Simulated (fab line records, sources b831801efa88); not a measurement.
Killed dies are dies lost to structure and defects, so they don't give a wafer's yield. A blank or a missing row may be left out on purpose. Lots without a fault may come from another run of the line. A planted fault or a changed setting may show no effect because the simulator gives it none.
Problem report in the 8D (eight disciplines) form, filled by code | flow gf180mcu | the parts of the form that need people (team, actions taken, sign-off) are left out

1. THE PROBLEM
temp_c at GF_TOP_METAL_STRIP_18 reads a mean of 68.40 C on 6 wafers of 2 lots; wafers without a fault read 72.51 C with a standard deviation of 0.13. That is -32 standard deviations from the usual mean.
The step: strips in post etch residue remover, time 1200 s.
First seen on wafer L952.1, day 31 03:59, on wet_bench-03. The record holds 39 wafers of 13 lots with a number at this step. Rule for "out", or "out of limits": more than 4 standard deviations from the usual mean. The other wafers with a number count as sound.

2. WHAT IT IS AND WHAT IT IS NOT
question                    | is                        | is not
which readings at this step | temp_c, bath_guard_temp_C | -
which lots                  | L952, L953                | L943, L944, L945, L946, L948, L954, L955, L963, L964, L965, L966
which wafers of those lots  | all that have a number    | -
read on which tools         | wet_bench-03              | wet_bench-02, wet_bench-04
when                        | from day 31 03:59         | up to then (15 sound wafers); but 18 sound wafers of L954, L955, L963, L964, L965, L966 came after

3. SUSPECTS, AND WHAT RULES EACH OUT
Counting: a tool at a process step up to the reading stays a suspect if it ran every lot that is out and no sound lot after the first of them.
- wet_bench-03 at GF_TOP_METAL_STRIP_18 (strips in post etch residue remover, time 1200 s): ruled out as a lasting fault. Sound lots L964 ran on it after its first lot that is out, L952 (day 31 03:59).
Left after counting: nothing in the record.

4. THE CAUSE (what the simulator had put in)
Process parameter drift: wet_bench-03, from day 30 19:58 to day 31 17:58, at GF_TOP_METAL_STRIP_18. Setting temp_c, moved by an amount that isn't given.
Counting ruled it out, wrongly.

5. THE CHAIN OF EFFECTS, in route order
Each row: a reading whose mean over the struck wafers that have a number lies more than 3 standard deviations from the usual. Only readings for which the record gives a usual standard deviation are gone through. hours: the time from each lot's start at the first step in this table that gives one to its start at this step, as a median over the lots. sigmas: the change in usual standard deviations.
hours | step                  | reading           | usual   | on struck wafers | change | sigmas
0     | GF_TOP_METAL_STRIP_18 | bath_guard_temp_C | 72.5 C  | 69.0             | -3.5   | -5.5
0     | GF_TOP_METAL_STRIP_18 | temp_c            | 72.51 C | 68.40            | -4.11  | -32
The process steps in it:
- GF_TOP_METAL_STRIP_18: strips in post etch residue remover, time 1200 s.

6. WHAT WOULD HAVE CAUGHT IT SOONER
In this record the first reading out of limits was taken at day 31 03:59, 8 hours after the fault began at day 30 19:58.
